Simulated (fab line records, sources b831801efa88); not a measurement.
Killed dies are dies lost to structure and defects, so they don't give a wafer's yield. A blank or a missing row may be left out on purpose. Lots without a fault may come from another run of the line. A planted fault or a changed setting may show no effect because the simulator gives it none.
Chamber matching | flow sky130 | SKY_FIELD_ISO_CMP_27 on cmp-01: 4 sister chambers
The step polishes, stops on Si3N4, t overpolish 16 s, target thk 457.8 nm. 4 wafers are shown with their chamber, then 10 later ones without.

WAFERS WITH THEIR CHAMBER
wafer  | chamber | motor_current_A (A)
L700.1 | 0       | 13.7
L700.2 | 3       | 12.5
L701.2 | 2       | 12.0
L701.4 | 1       | 12.4

WAFERS WITHOUT THEIR CHAMBER
wafer  | motor_current_A (A)
L701.6 | 11.4
L708.4 | 13.8
L708.5 | 12.5
L708.6 | 11.3
L710.4 | 14.0
L710.5 | 13.1
L710.6 | 12.3
L712.2 | 11.1
L712.3 | 14.1
L712.4 | 12.5

WHICH CHAMBER EACH WENT THROUGH
wafer  | from the rows above               | in truth
L701.6 | can't be placed: 2 or 1 or 3      | 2
L708.4 | 0                                 | 0
L708.5 | can't be placed: 3 or 1 or 2      | 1
L708.6 | can't be placed: 2 or 1 or 3      | 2
L710.4 | 0                                 | 0
L710.5 | can't be placed: 0 or 3 or 1 or 2 | 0
L710.6 | can't be placed: 1 or 3 or 2      | 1
L712.2 | can't be placed: 2 or 1 or 3      | 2
L712.3 | 0                                 | 0
L712.4 | can't be placed: 3 or 1 or 2      | 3
Placed correctly: 3 of 10. Can't be placed from these rows: 7 (the true chamber is among the candidates in 7). Placed wrongly: 0.
How it was worked out, from the rows above alone: a wafer's distance from a chamber is the root of the sum, over the readings, of the square of ((its reading less the chamber's mean) divided by the reading's scatter). The wafer belongs to the nearest chamber; if the next one is less than 2 further off, it can't be placed. A chamber's mean is the mean of its shown wafers. The scatter: with one shown wafer a chamber, the root of the mean of the squares of how far each hidden wafer lies from its nearest shown one.
